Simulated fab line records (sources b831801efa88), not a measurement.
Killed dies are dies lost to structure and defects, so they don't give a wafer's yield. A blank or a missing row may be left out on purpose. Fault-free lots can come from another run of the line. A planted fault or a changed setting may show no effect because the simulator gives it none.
fab line records	flow sky130
record: lots: 13	wafers: 39	last_day: 50
route steps=708 shown METAL2@506 VIA4@656 METAL5@663 PAD_OPEN@707
lots untouched by any fault: they come from a run of this same line in which no faults occurred
start_h: the number of hours between the record's first day and the start of the first shown wafer of the lot	wait_h: hours from the lot's prior step to this one	" repeats the value in the row above	L1.1+2: a row that stands for several wafers	- no value, or no start was given	* or withheld: withheld	< > ~ a bound
route shown NAME@n: NAME is a module with steps in the file, n the number in the route of the first one	usual: mean and standard deviation over wafers with no fault	same: alike in all rows	chamber/n: place in a boat	sites: each site's reading	_std_site: the standard deviation of these	_edge_site: mean of outer sites minus mean of inner sites	radius_mm: how far each site lies from the wafer's centre	mask NAME#n: copy n	behind: the most recent tool/chamber to have shaped the wafer	hold: why the lot went on hold/how many hours it stayed there/how the hold came to an end	device: names the non-switching transistor (n, p or np)	end of line: the tests these same wafers got at the end of their route	step lacking rows: just its recipe	killed: not the wafer's yield, but the dies lost to structure and defects at the first sort	map: a wafer's dies, marking killed ones x, the rest . and places with no die _
set.NAME: setting as actually run; set.NAME@STEP: the setting as run at that earlier step	model.NAME: the simulator's own value behind a step, which no gauge read
steps of the route over a sample of lots; a table a step, a row a wafer
services: a tool's chamber out of use, with start hour (start_h, from the record's first day; less than 0 if before it), hours out, and reason
== steps ==
step: SKY_METAL2_CLEAN_23
recipe: chemistry: O3/DIW	dry: n2_spin
lot.wafer	tool	chamber	start_h	wait_h
L202.1+3+5	wet_bench-03	1	823.52	0.0
L204.1+3+5	wet_bench-01	0	845.37	0.0
L205.2+3+5	wet_bench-03	1	857.67	0.0
L207.2+5+6	wet_bench-03	0	859.17	0.0
L208.4+5+6	wet_bench-01	3	877.41	0.0
L210.2+4+5	wet_bench-03	1	885.71	0.0
L211.4+5+6	wet_bench-02	1	887.55	0.0
L217.2+3+5	wet_bench-03	1	932.31	0.0
L219.1+4+5	wet_bench-03	1	947.65	0.0
L220.4+5+6	wet_bench-03	1	954.77	0.0
L222.1+2+4	wet_bench-03	1	964.13	0.0
L223.1+5+6	wet_bench-03	2	973.60	0.0
L225.2+4+5	wet_bench-02	1	984.73	0.0
step: SKY_VIA4_SPUTTER_17
recipe: material: TiN	target_thk_nm: 20	chamber_pressure_pa: 5	power_w: 4000	time_s: 80
usual: throttle_valve_pct: 30.3/0.97
same: time_s: 80
lot.wafer	tool	chamber	start_h	wait_h	throttle_valve_pct
L202.1	pvd_sputter-03	-	1006.64	0.0	30.4
L202.3	"	-	"	"	30.0
L202.5	"	-	"	"	29.6
L204.1	pvd_sputter-04	-	1025.44	0.0	31.0
L204.3	"	-	"	"	29.2
L204.5	"	-	"	"	31.1
L205.2	pvd_sputter-03	-	1038.33	0.0	31.3
L205.3	"	-	"	"	30.5
L205.5	"	-	"	"	29.6
L207.2	pvd_sputter-04	-	1038.96	0.0	31.1
L207.5	"	-	"	"	31.3
L207.6	"	-	"	"	29.4
L208.4	pvd_sputter-04	-	1055.09	0.0	29.3
L208.5	"	-	"	"	28.5
L208.6	"	-	"	"	31.0
L210.2	pvd_sputter-03	-	1060.54	0.0	30.9
L210.4	"	-	"	"	29.8
L210.5	"	-	"	"	31.2
L211.4	pvd_sputter-02	-	1063.08	0.0	29.5
L211.5	"	-	"	"	30.6
L211.6	"	-	"	"	29.7
L217.2	pvd_sputter-02	-	1101.60	0.0	30.8
L217.3	"	-	"	"	32.3
L217.5	"	-	"	"	30.7
L219.1	pvd_sputter-04	-	1114.83	0.0	28.5
L219.4	"	-	"	"	29.3
L219.5	"	-	"	"	29.3
L220.4	pvd_sputter-02	-	1119.62	0.0	29.4
L220.5	"	-	"	"	32.2
L220.6	"	-	"	"	30.7
L222.1	pvd_sputter-03	-	1127.75	0.0	29.5
L222.2	"	-	"	"	29.8
L222.4	"	-	"	"	31.1
L223.1	pvd_sputter-03	-	1132.69	0.0	29.8
L223.5	"	-	"	"	30.0
L223.6	"	-	"	"	29.6
L225.2	pvd_sputter-03	-	1144.80	0.0	29.9
L225.4	"	-	"	"	31.1
L225.5	"	-	"	"	29.8
step: SKY_METAL5_SPUTTER_02
recipe: material: AlCu	target_thk_nm: 1150	power_w: 10600	time_s: 61.2	chamber_pressure_pa: 0.4
usual: throttle_valve_pct: 30.4/1
same: time_s: 61.2
lot.wafer	tool	chamber	start_h	wait_h	throttle_valve_pct
L202.1	pvd_sputter-03	-	1007.53	0.0	30.5
L202.3	"	-	"	"	29.9
L202.5	"	-	"	"	29.9
L204.1	pvd_sputter-01	-	1026.18	0.0	30.5
L204.3	"	-	"	"	32.1
L204.5	"	-	"	"	31.3
L205.2	pvd_sputter-03	-	1039.07	0.0	29.8
L205.3	"	-	"	"	30.6
L205.5	"	-	"	"	29.7
L207.2	pvd_sputter-02	-	1039.71	0.0	31.9
L207.5	"	-	"	"	29.6
L207.6	"	-	"	"	29.3
L208.4	pvd_sputter-03	-	1055.83	0.0	30.5
L208.5	"	-	"	"	31.3
L208.6	"	-	"	"	30.6
L210.2	pvd_sputter-02	-	1061.48	0.0	29.3
L210.4	"	-	"	"	29.4
L210.5	"	-	"	"	29.3
L211.4	pvd_sputter-03	-	1063.79	0.0	29.7
L211.5	"	-	"	"	31.3
L211.6	"	-	"	"	30.5
L217.2	pvd_sputter-03	-	1102.54	0.0	29.7
L217.3	"	-	"	"	30.5
L217.5	"	-	"	"	30.5
L219.1	pvd_sputter-02	-	1115.57	0.0	30.8
L219.4	"	-	"	"	29.7
L219.5	"	-	"	"	32.3
L220.4	pvd_sputter-02	-	1120.50	0.0	29.5
L220.5	"	-	"	"	29.4
L220.6	"	-	"	"	29.4
L222.1	pvd_sputter-02	-	1128.49	0.0	32.2
L222.2	"	-	"	"	31.0
L222.4	"	-	"	"	29.2
L223.1	pvd_sputter-01	-	1133.43	0.0	30.3
L223.5	"	-	"	"	31.2
L223.6	"	-	"	"	30.6
L225.2	pvd_sputter-01	-	1145.54	0.0	28.2
L225.4	"	-	"	"	31.4
L225.5	"	-	"	"	31.8
step: SKY_PAD_OPEN_BOW_MEAS_13
recipe: mode: bow
usual: PAD_OPEN_BOW: 48/8.4
lot.wafer	tool	chamber	start_h	wait_h	PAD_OPEN_BOW[um]
L202.1	film_metro-03	-	1078.33	-	49
L202.3	"	-	"	"	52
L202.5	"	-	"	"	42
L204.1	film_metro-04	-	1095.37	-	43
L204.3	"	-	"	"	43
L204.5	"	-	"	"	50
L205.2	film_metro-03	-	1107.49	-	45
L205.3	"	-	"	"	61
L205.5	"	-	"	"	45
L207.2	film_metro-04	-	1108.99	-	70
L207.5	"	-	"	"	51
L207.6	"	-	"	"	57
L208.4	film_metro-02	-	1120.53	-	54
L208.5	"	-	"	"	28
L208.6	"	-	"	"	43
L210.2	film_metro-04	-	1128.14	-	41
L210.4	"	-	"	"	47
L210.5	"	-	"	"	60
L211.4	film_metro-03	-	1129.68	-	41
L211.5	"	-	"	"	45
L211.6	"	-	"	"	45
L217.2	film_metro-03	-	1163.21	-	46
L217.3	"	-	"	"	32
L217.5	"	-	"	"	57
L219.1	film_metro-02	-	1173.42	-	40
L219.4	"	-	"	"	30
L219.5	"	-	"	"	33
L220.4	film_metro-04	-	1177.92	-	38
L220.5	"	-	"	"	38
L220.6	"	-	"	"	29
L222.1	film_metro-02	-	1184.57	-	44
L222.2	"	-	"	"	59
L222.4	"	-	"	"	38
L223.1	film_metro-03	-	1189.67	-	47
L223.5	"	-	"	"	48
L223.6	"	-	"	"	64
L225.2	film_metro-04	-	1199.19	-	57
L225.4	"	-	"	"	56
L225.5	"	-	"	"	52
step: SKY_PAD_OPEN_PROBE_99
usual: defect_limited_yield: 82.4/2	killed_at_M0_to_M3: 44/7.4	killed_at_M4_up: 3.1/1.8	killed_at_contacts: 24/5.6	killed_at_front_end: 15/4.9	killed_at_other: 0.4/0.59	killed_dies: 87/9.8	killed_open: 47/7.2	killed_short: 39/6.8	sort_bin_3_pad_short: 0.9/0.41	sort_bin_5_function: 10.3/1.6	sort_bin_6_memory: 6.5/1.1	sort_n_pass: 405/9.8	sort_yield_pct: 82.4/2
same: gross_dies: 492	killed_at_back_side: 0	sort_bin_4_leakage[%]: 0	sort_bin_8_speed[%]: 0
lot.wafer	tool	chamber	start_h	wait_h	defect_limited_yield[%]	killed_at_M0_to_M3	killed_at_M4_up	killed_at_contacts	killed_at_front_end	killed_at_other	killed_dies	killed_open	killed_short	sort_bin_3_pad_short[%]	sort_bin_5_function[%]	sort_bin_6_memory[%]	sort_n_pass	sort_yield_pct[%]
L204.1	prober-01	-	1095.49	0.1	85.4	40	0	21	11	0	72	47	25	0.6	8.3	5.7	420	85.4
L204.3	prober-01	-	1095.59	0.2	81.7	46	2	25	17	0	90	49	41	1.0	10.2	7.1	402	81.7
L204.5	prober-01	-	1095.69	0.2	81.3	48	3	32	9	0	92	58	34	0.8	11.0	6.9	400	81.3
L211.4	prober-02	-	1129.89	0.2	80.1	48	4	32	14	0	98	49	49	1.0	11.4	7.5	394	80.1
L211.5	prober-02	-	1129.94	0.2	80.9	52	4	20	18	0	94	42	52	1.0	11.0	7.1	398	80.9
L211.6	prober-02	-	1129.99	0.2	81.1	44	2	31	15	1	93	52	41	0.6	11.6	6.7	399	81.1
L217.2	prober-02	-	1163.36	0.1	80.7	48	2	14	31	0	95	51	42	1.0	12.2	6.1	397	80.7
L217.3	prober-02	-	1163.41	0.2	79.7	51	3	23	23	0	100	53	45	0.8	12.8	6.7	392	79.7
L217.5	prober-02	-	1163.51	0.2	80.9	39	0	35	20	0	94	46	48	0.4	11.8	6.9	398	80.9
L220.4	prober-01	-	1178.13	0.2	73.4	95	3	21	12	0	131	39	30	4.7	15.7	6.3	361	73.4
L220.5	prober-01	-	1178.18	0.2	69.7	108	2	26	13	0	149	48	37	4.9	18.3	7.1	343	69.7
L220.6	prober-01	-	1178.23	0.2	70.9	110	2	17	14	0	143	41	36	3.9	17.7	7.5	349	70.9
L222.1	prober-01	-	1184.69	0.1	72.8	100	2	24	8	0	134	32	27	4.1	16.7	6.5	358	72.8
L222.2	prober-01	-	1184.74	0.1	69.7	106	5	24	14	0	149	56	28	5.7	17.7	6.9	343	69.7
L222.4	prober-01	-	1184.84	0.2	72.4	98	3	23	12	0	136	36	39	6.1	13.8	7.7	356	72.4
L223.1	prober-02	-	1189.79	0.1	72.6	87	6	23	18	1	135	41	36	5.1	15.4	6.9	357	72.6
L223.5	prober-02	-	1189.99	0.2	76.2	89	0	25	3	0	117	40	20	3.5	13.2	7.1	375	76.2
L223.6	prober-02	-	1190.04	0.2	73.8	89	4	25	10	1	129	41	29	5.9	13.4	6.9	363	73.8
killed by level:class
L204.1 VIA2:geometric_particle:open=9 LI_CONTACT:geometric_particle:open=8 VIA1:geometric_particle:open=8 POLY_GATE:geometric_particle:open=6 CONTACT:geometric_particle:open=6 METAL1:geometric_particle:short=6 METAL3:geometric_particle:short=4 VIA3:geometric_particle:open=4
L204.3 VIA2:geometric_particle:open=8 VIA3:geometric_particle:open=8 METAL1:geometric_particle:short=7 CONTACT:geometric_particle:open=7 LI_CONTACT:geometric_particle:open=6 VIA1:geometric_particle:open=6 FIELD_ISO:geometric_particle:open=4 POLY_GATE:geometric_particle:short=4
L204.5 LI_CONTACT:geometric_particle:open=12 CONTACT:geometric_particle:open=12 VIA1:geometric_particle:open=11 VIA3:geometric_particle:open=7 METAL1:geometric_particle:short=7 VIA2:geometric_particle:open=7 VIA1:geometric_particle:short=6 LOCAL_INTERCONNECT:geometric_particle:short=4
L211.4 VIA1:geometric_particle:open=9 VIA1:geometric_particle:short=9 CONTACT:geometric_particle:open=8 METAL1:geometric_particle:short=8 CONTACT:geometric_particle:short=7 LI_CONTACT:geometric_particle:open=6 LOCAL_INTERCONNECT:geometric_particle:short=6 VIA3:geometric_particle:open=5
L211.5 VIA1:geometric_particle:open=13 METAL2:geometric_particle:short=8 VIA2:geometric_particle:open=7 FIELD_ISO:geometric_particle:open=6 CONTACT:geometric_particle:open=6 LOCAL_INTERCONNECT:geometric_particle:short=5 FIELD_ISO:geometric_particle:short=4 VIA1:geometric_particle:short=4
L211.6 CONTACT:geometric_particle:open=12 VIA3:geometric_particle:open=12 VIA1:geometric_particle:open=8 LI_CONTACT:geometric_particle:open=7 FIELD_ISO:geometric_particle:short=5 METAL1:geometric_particle:short=5 METAL2:geometric_particle:short=5 LOCAL_INTERCONNECT:geometric_particle:open=4
L217.2 VIA1:geometric_particle:open=17 POLY_GATE:geometric_particle:short=10 POLY_GATE:geometric_particle:open=7 METAL1:geometric_particle:short=6 VIA2:geometric_particle:open=6 FIELD_ISO:geometric_particle:short=5 METAL2:geometric_particle:short=5 SPACER:geometric_particle:open=4
L217.3 LI_CONTACT:geometric_particle:open=11 VIA1:geometric_particle:open=8 FIELD_ISO:geometric_particle:short=7 METAL2:geometric_particle:short=7 CONTACT:geometric_particle:open=6 METAL1:geometric_particle:short=6 VIA3:geometric_particle:open=6 FIELD_ISO:geometric_particle:open=5
L217.5 LI_CONTACT:geometric_particle:open=8 VIA2:geometric_particle:open=8 CONTACT:geometric_particle:short=7 CONTACT:geometric_particle:open=7 POLY_GATE:geometric_particle:short=6 METAL1:geometric_particle:short=6 LI_CONTACT:geometric_particle:short=6 METAL2:geometric_particle:short=6
L220.4 METAL2:unspecified=62 VIA1:geometric_particle:open=10 CONTACT:geometric_particle:open=8 LI_CONTACT:geometric_particle:open=7 FIELD_ISO:geometric_particle:short=5 METAL1:geometric_particle:short=5 VIA2:geometric_particle:open=5 SPACER:geometric_particle:open=3
L220.5 METAL2:unspecified=64 LI_CONTACT:geometric_particle:open=10 VIA1:geometric_particle:open=9 VIA3:geometric_particle:open=8 CONTACT:geometric_particle:open=7 METAL2:geometric_particle:short=7 VIA2:geometric_particle:open=6 FIELD_ISO:geometric_particle:open=5
L220.6 METAL2:unspecified=66 VIA3:geometric_particle:open=9 CONTACT:geometric_particle:open=6 VIA1:geometric_particle:open=6 VIA2:geometric_particle:open=6 VIA1:geometric_particle:short=5 FIELD_ISO:geometric_particle:short=4 METAL2:geometric_particle:short=4
L222.1 METAL2:unspecified=74 CONTACT:geometric_particle:open=7 LI_CONTACT:geometric_particle:open=6 METAL2:geometric_particle:short=6 VIA3:geometric_particle:open=5 LOCAL_INTERCONNECT:geometric_particle:short=4 CONTACT:geometric_particle:short=4 VIA2:geometric_particle:open=4
L222.2 METAL2:unspecified=65 CONTACT:geometric_particle:open=13 VIA1:geometric_particle:open=10 VIA2:geometric_particle:open=10 LI_CONTACT:geometric_particle:open=5 VIA3:geometric_particle:open=5 VIA1:geometric_particle:short=5 METAL2:geometric_particle:short=4
L222.4 METAL2:unspecified=61 CONTACT:geometric_particle:open=10 VIA1:geometric_particle:open=7 VIA1:geometric_particle:short=6 METAL1:geometric_particle:short=5 FIELD_ISO:geometric_particle:short=4 LOCAL_INTERCONNECT:geometric_particle:short=4 VIA3:geometric_particle:open=4
L223.1 METAL2:unspecified=57 VIA1:geometric_particle:open=7 CONTACT:geometric_particle:short=6 SPACER:geometric_particle:open=5 LI_CONTACT:geometric_particle:short=5 VIA3:geometric_particle:open=5 FIELD_ISO:geometric_particle:short=4 LOCAL_INTERCONNECT:geometric_particle:short=4
L223.5 METAL2:unspecified=57 LI_CONTACT:geometric_particle:open=9 VIA1:geometric_particle:open=8 CONTACT:geometric_particle:open=7 VIA2:geometric_particle:open=6 LOCAL_INTERCONNECT:geometric_particle:short=5 VIA3:geometric_particle:open=5 METAL2:geometric_particle:short=4
L223.6 METAL2:unspecified=58 CONTACT:geometric_particle:open=12 VIA1:geometric_particle:open=7 LI_CONTACT:geometric_particle:open=6 METAL2:geometric_particle:short=6 LOCAL_INTERCONNECT:geometric_particle:short=5 VIA3:geometric_particle:open=4 METAL4:geometric_particle:short=4
== services ==
tool	chamber	start_h	hours	kind
pvd_sputter-01	-	856.86	5.8	repair
pvd_sputter-04	-	911.24	1.8	repair
pvd_sputter-03	-	920.58	4.2	repair
pvd_sputter-03	3	926.03	-	consumable_replace:kit
pvd_sputter-03	3	926.03	18.0	scheduled_down
pvd_sputter-03	3	926.03	18.0	vent_cycle
wet_bench-02	-	936.22	0.5	repair
pvd_sputter-02	-	939.99	5.9	repair
pvd_sputter-04	2	964.54	-	consumable_replace:kit
pvd_sputter-04	2	964.54	18.0	scheduled_down
pvd_sputter-04	2	964.54	18.0	vent_cycle
wet_bench-03	-	967.77	1.7	repair
pvd_sputter-04	-	1018.89	4.5	repair
wet_bench-01	-	1022.61	1.9	pm
pvd_sputter-01	-	1048.43	25.2	repair
pvd_sputter-01	-	1054.38	3.5	repair
pvd_sputter-02	1	1061.60	-	consumable_replace:kit
pvd_sputter-02	1	1061.60	18.0	scheduled_down
pvd_sputter-02	1	1061.60	18.0	vent_cycle
pvd_sputter-03	2	1071.50	-	consumable_replace:kit
pvd_sputter-03	2	1071.50	18.0	scheduled_down
pvd_sputter-03	2	1071.50	18.0	vent_cycle
pvd_sputter-04	1	1142.65	-	consumable_replace:kit
pvd_sputter-04	1	1142.65	18.0	scheduled_down
== key ==
first_sign: step: SKY_PAD_OPEN_PROBE_99	reading: sort_bin_3_pad_short	direction: up	sigmas: 9.6	usual: 0.9	struck: 4.9
effect: step: SKY_PAD_OPEN_PROBE_99	reading: killed_at_M0_to_M3	direction: up	sigmas: 7.3	usual: 44	struck: 98
met_at SKY_METAL2_CLEAN_23
struck_lots L220,L222,L223
not_acting_at SKY_VIA4_SPUTTER_17,SKY_METAL5_SPUTTER_02,SKY_PAD_OPEN_BOW_MEAS_13
onset_between 947.65 954.77
fault: kind: chamber_particle_source	tool: wet_bench-03	chamber: -	onset_h: 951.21	steps: SKY_METAL2_CLEAN_23	rate_per_visit_cm2: 1.6512	end_h: 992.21
